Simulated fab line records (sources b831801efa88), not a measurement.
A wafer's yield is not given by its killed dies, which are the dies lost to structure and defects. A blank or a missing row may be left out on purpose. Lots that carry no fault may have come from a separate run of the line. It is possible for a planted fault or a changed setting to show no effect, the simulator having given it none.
A struck lot beside a sound one / flow sky130 / 18 out of 708 route steps
Sound: wafers L862.1, L862.3, L862.6. The struck wafers were L845.3, L845.4, L845.5. The cause comes at the end.
At each step with rows: each side's tool, then ch and its chambers, then its first start. Under that, the readings that differ: sound wafers / struck wafers / difference of the means / sigmas: that difference in standard deviations of wafers without a fault.
alike: readings whose means differ by less than 2 such deviations, and words and numbers that are the same on both sides. not compared: withheld readings, readings that some wafer has no value for, bounds like >300 that may hide the same value, and numbers for which the record gives no deviation and whose values overlap.
The two part at a step that has a row with sigmas, a row that says differs or no value, or rows on one side only. Numbers that don't overlap but have no deviation are shown without sigmas and don't part them. Lack of a reading on every wafer of one side parts them only where that side has two or more wafers.

first, 5 steps without rows for these wafers: SKY_VIA4_COAT_06 (resist thk 1140 nm); SKY_VIA4_SOFTBAKE_07 (time 60 s); SKY_VIA4_EXPOSE_08 (exposes mask VIM4, target cd 800 nm); SKY_VIA4_PEB_09; SKY_VIA4_DEVELOP_10 (develop time 60 s).
SKY_VIA4_OVL_MEAS_11:
  sound on overlay-01 at day 47 22:43; struck on overlay-02 at day 46 21:25
  alike: VIA4_OVL
SKY_VIA4_ETCH_12: etches SiO2 in C4F8/O2/Ar, stops on TiN, target depth 580 nm.
  sound on rie diel-01 ch 1,3, day 47 22:45; struck on rie diel-03 ch 0,1, day 46 21:26
  alike: oes product au
SKY_VIA4_STRIP_13: strips in O2/N2.
  sound on plasma asher-02 ch 0, day 47 22:49; struck on plasma asher-03 ch 0,1, day 46 21:32
  alike: drypump motor current A, o2 flow sccm, oes product au, strip time to endpoint s
  not compared: rf hours counter h
then, 3 steps without rows for these wafers: SKY_VIA4_STRIP_14 (strips in post etch residue remover, time 1200 s); SKY_VIA4_CLEAN_15 (cleans in IPA, time 180 s); SKY_VIA4_CLEAN_16 (cleans in O3/DIW).
SKY_VIA4_SPUTTER_17: material TiN, target thk 20 nm, time 80 s.
  sound on pvd sputter-01 at day 47 23:29; struck on pvd sputter-02 at day 46 22:06
  alike: throttle valve pct
SKY_VIA4_CVD_18: deposits W, target thk 505 nm, time 152.14 s.
  sound on cvd w-02 ch 0,1, day 47 23:32; struck on cvd w-01 ch 0,1, day 46 22:39
  alike: heater power w
  not compared: since wet clean h
SKY_VIA4_RS_MEAS_19: measures by four-point-probe.
  sound on film metro-01 at day 47 23:41; struck on film metro-01 at day 46 22:47
reading=VIA4_W_RS (ohm/sq); sound=0.225 0.231 0.225; struck=0.113 0.113 0.113; difference=-0.114; sigmas=-33
SKY_VIA4_THK_MEAS_20: measures by xrf.
  sound on film metro-01 at day 47 23:49; struck on film metro-01 at day 46 22:53
reading=VIA4_W_THK (nm); sound=495 483 498; struck=973 972 969; difference=+479; sigmas=+50
SKY_VIA4_CMP_21: polishes, stops on SiO2, t overpolish 25 s, target thk 0 nm.
  sound on cmp-02 ch 2,3, day 47 23:58; struck on cmp-01 ch 1,3, day 46 23:09
reading=time to endpoint s (s); sound=123 132 134; struck=246 239 244; difference=+113; sigmas=+19
  alike: motor current A, overpolish run s, slurry flow ml min
SKY_METAL5_SPUTTER_00: material Ti, target thk 15 nm, time 10 s.
  sound on pvd sputter-03 at day 48 00:16; struck on pvd sputter-03 at day 46 23:27
  alike: throttle valve pct
following that, these wafers have no rows for 1 step: SKY_PAD_OPEN_PROBE_99.

== WHERE THEY PART ==
First at SKY_VIA4_RS_MEAS_19; last, within this record, at SKY_VIA4_CMP_21. Later steps at which nothing parts them and some readings are alike: SKY_METAL5_SPUTTER_00.

WHY: whatever the simulator had introduced
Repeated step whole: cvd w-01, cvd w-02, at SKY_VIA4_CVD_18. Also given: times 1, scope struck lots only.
